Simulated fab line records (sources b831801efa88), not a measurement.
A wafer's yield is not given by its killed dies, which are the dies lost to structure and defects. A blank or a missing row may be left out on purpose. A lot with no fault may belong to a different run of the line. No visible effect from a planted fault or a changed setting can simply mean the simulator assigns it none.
The tool behind it: which one? :: flow sky130 :: 12 lots, 36 wafers sampled, at 4 steps of a route of 708

## WHAT THE GAUGES READ, wafer by wafer
SKY_METAL1_CD_MEAS_15: the cd target is 140 nm. Usual: 139.9 nm for cd nm, sd 1.2.
lot: L297
measured: day 33 14:17
on: cd sem-02
cd nm (nm): 140.7 140.9 139.3
flag: 

lot: L300
measured: day 35 06:26
on: cd sem-02
cd nm (nm): 139.4 140.2 138.6
flag: 

lot: L302
measured: day 35 11:59
on: cd sem-02
cd nm (nm): 141.1 142.5 141.4
flag: 

lot: L306
measured: day 36 04:51
on: cd sem-01
cd nm (nm): 140.6 138.4 140.1
flag: 

lot: L307
measured: day 36 08:11
on: cd sem-02
cd nm (nm): 140.7 139.8 141.1
flag: 

lot: L310
measured: day 37 11:43
on: cd sem-01
cd nm (nm): 140.4 138.7 138.5
flag: 

lot: L311
measured: day 37 13:17
on: cd sem-01
cd nm (nm): 138.1 138.7 139.3
flag: 

lot: L314
measured: day 39 00:55
on: cd sem-02
cd nm (nm): 138.1 140.5 140.5
flag: 

lot: L315
measured: day 39 07:37
on: cd sem-02
cd nm (nm): 138.4 138.8 139.0
flag: 

lot: L316
measured: day 39 15:46
on: cd sem-01
cd nm (nm): 139.2 136.8 138.7
flag: 

lot: L318
measured: day 39 16:25
on: cd sem-01
cd nm (nm): 138.5 139.6 138.8
flag: 

lot: L319
measured: day 40 03:24
on: cd sem-02
cd nm (nm): 141.1 141.4 141.5
flag: 

SKY_VIA1_CD_MEAS_12: the cd target is 150 nm. Usual: 149.6 nm for cd nm, sd 1.4.
lot: L297
measured: day 34 18:32
on: cd sem-02
cd nm (nm): 149.7 150.5 150.0
flag: 

lot: L300
measured: day 36 10:26
on: cd sem-01
cd nm (nm): 149.9 149.7 149.9
flag: 

lot: L302
measured: day 36 15:29
on: cd sem-01
cd nm (nm): 148.6 148.8 151.7
flag: 

lot: L306
measured: day 37 09:53
on: cd sem-01
cd nm (nm): 152.9 152.0 153.8
flag: 

lot: L307
measured: day 37 12:02
on: cd sem-01
cd nm (nm): 14.1 128.7 46.3
flag: OFF

lot: L310
measured: day 38 14:18
on: cd sem-01
cd nm (nm): 150.7 150.3 149.7
flag: 

lot: L311
measured: day 38 15:48
on: cd sem-02
cd nm (nm): 147.9 147.4 150.1
flag: 

lot: L314
measured: day 40 02:25
on: cd sem-02
cd nm (nm): 151.7 150.9 151.5
flag: 

lot: L315
measured: day 40 09:00
on: cd sem-02
cd nm (nm): 148.3 150.6 149.6
flag: 

lot: L316
measured: day 40 17:53
on: cd sem-02
cd nm (nm): 149.4 150.7 150.0
flag: 

lot: L318
measured: day 40 18:53
on: cd sem-02
cd nm (nm): 148.2 148.4 146.7
flag: 

lot: L319
measured: day 41 05:35
on: cd sem-02
cd nm (nm): 150.8 150.7 150.4
flag: 

SKY_VIA1_OVL_MEAS_13. Usual: VIA1_OVL 2 nm, standard deviation 6.3.
lot: L297
measured: day 34 18:37
on: overlay-01
VIA1_OVL (nm): 8 3 7
flag: 

lot: L300
measured: day 36 10:31
on: overlay-02
VIA1_OVL (nm): 5 14 12
flag: 

lot: L302
measured: day 36 15:37
on: overlay-02
VIA1_OVL (nm): 7 12 8
flag: 

lot: L306
measured: day 37 10:01
on: overlay-02
VIA1_OVL (nm): -7 2 -12
flag: 

lot: L307
measured: day 37 12:09
on: overlay-02
VIA1_OVL (nm): -7 -19 -14
flag: 

lot: L310
measured: day 38 14:24
on: overlay-02
VIA1_OVL (nm): -7 1 4
flag: 

lot: L311
measured: day 38 15:55
on: overlay-02
VIA1_OVL (nm): 11 13 17
flag: 

lot: L314
measured: day 40 02:31
on: overlay-02
VIA1_OVL (nm): 16 -1 5
flag: 

lot: L315
measured: day 40 09:06
on: overlay-02
VIA1_OVL (nm): 11 7 2
flag: 

lot: L316
measured: day 40 18:00
on: overlay-01
VIA1_OVL (nm): 2 11 2
flag: 

lot: L318
measured: day 40 18:59
on: overlay-01
VIA1_OVL (nm): 3 1 1
flag: 

lot: L319
measured: day 41 05:41
on: overlay-02
VIA1_OVL (nm): 1 -13 -5
flag: 

## EACH LOT AND THE TOOL THAT RAN IT (in order: tool; ch and the chambers of the sampled wafers; start)
lot: L297
SKY_VIA1_EXPOSE_09: krf scanner-01 ch 0, day 34 05:19

lot: L300
SKY_VIA1_EXPOSE_09: krf scanner-02 ch 0, day 35 21:25

lot: L302
SKY_VIA1_EXPOSE_09: krf scanner-01 ch 0, day 36 03:06

lot: L306
SKY_VIA1_EXPOSE_09: krf scanner-01 ch 0, day 36 20:50

lot: L307
SKY_VIA1_EXPOSE_09: krf scanner-02 ch 0, day 36 23:07

lot: L310
SKY_VIA1_EXPOSE_09: krf scanner-01 ch 0, day 38 02:11

lot: L311
SKY_VIA1_EXPOSE_09: krf scanner-01 ch 0, day 38 03:30

lot: L314
SKY_VIA1_EXPOSE_09: krf scanner-01 ch 0, day 39 15:09

lot: L315
SKY_VIA1_EXPOSE_09: krf scanner-01 ch 0, day 39 20:54

lot: L316
SKY_VIA1_EXPOSE_09: krf scanner-01 ch 0, day 40 05:19

lot: L318
SKY_VIA1_EXPOSE_09: krf scanner-02 ch 0, day 40 06:19

lot: L319
SKY_VIA1_EXPOSE_09: krf scanner-01 ch 0, day 40 18:23
- SKY_VIA1_EXPOSE_09: exposes mask VIM, target cd 150 nm.

## WHAT THE TOOLS THEMSELVES READ (means of the sampled wafers that have a number; where no wafer has one, the mark that the record gives instead)
SKY_VIA1_EXPOSE_09. Usual: exposure dose mJ cm2 37.96, standard deviation 0.054; reticle temp C 22.96 C, standard deviation 0.098.
lot: L297
tool: krf scanner-01
exposure dose mJ cm2: 37.93
reticle temp C (C): 22.87
flag: 

lot: L300
tool: krf scanner-02
exposure dose mJ cm2: 38.02
reticle temp C (C): 22.85
flag: 

lot: L302
tool: krf scanner-01
exposure dose mJ cm2: 37.92
reticle temp C (C): 22.89
flag: 

lot: L306
tool: krf scanner-01
exposure dose mJ cm2: 37.90
reticle temp C (C): 22.92
flag: 

lot: L307
tool: krf scanner-02
exposure dose mJ cm2: 41.68
reticle temp C (C): 23.12
flag: OFF

lot: L310
tool: krf scanner-01
exposure dose mJ cm2: 38.02
reticle temp C (C): 22.85
flag: 

lot: L311
tool: krf scanner-01
exposure dose mJ cm2: 37.89
reticle temp C (C): 22.99
flag: 

lot: L314
tool: krf scanner-01
exposure dose mJ cm2: 37.87
reticle temp C (C): 23.01
flag: 

lot: L315
tool: krf scanner-01
exposure dose mJ cm2: 37.89
reticle temp C (C): 23.01
flag: 

lot: L316
tool: krf scanner-01
exposure dose mJ cm2: 37.89
reticle temp C (C): 22.97
flag: 

lot: L318
tool: krf scanner-02
exposure dose mJ cm2: 37.98
reticle temp C (C): 22.92
flag: 

lot: L319
tool: krf scanner-01
exposure dose mJ cm2: 37.91
reticle temp C (C): 22.85
flag: 

## THE ANSWER, worked out from the rows above alone
Rule: a lot counts as off when the mean over its wafers that have a number is more than 3 standard deviations away from the usual mean. A lot without any number at a reading at which 4 lots or more have one is off too. All remaining lots with rows at the step are treated as sound. First the gauges in route order, then the tools' own readings, where a lot's mean is used as printed above. The first step at which some lot is off is used, and at that step the reading that is off furthest; a lot without a number counts as furthest.
Off at SKY_VIA1_CD_MEAS_12 (cd nm): L307.
A tool fits if, at a process step before that reading, it ran every lot that is off, and no sound lot after the first of them. Not tried: the gauges at SKY_VIA1_CD_MEAS_12; whatever is off there is also off at SKY_VIA1_EXPOSE_09, on other tools, and gauge error can't account for it. Of those tried, none fits.

## WHAT WAS PUT IN BY THE SIMULATOR
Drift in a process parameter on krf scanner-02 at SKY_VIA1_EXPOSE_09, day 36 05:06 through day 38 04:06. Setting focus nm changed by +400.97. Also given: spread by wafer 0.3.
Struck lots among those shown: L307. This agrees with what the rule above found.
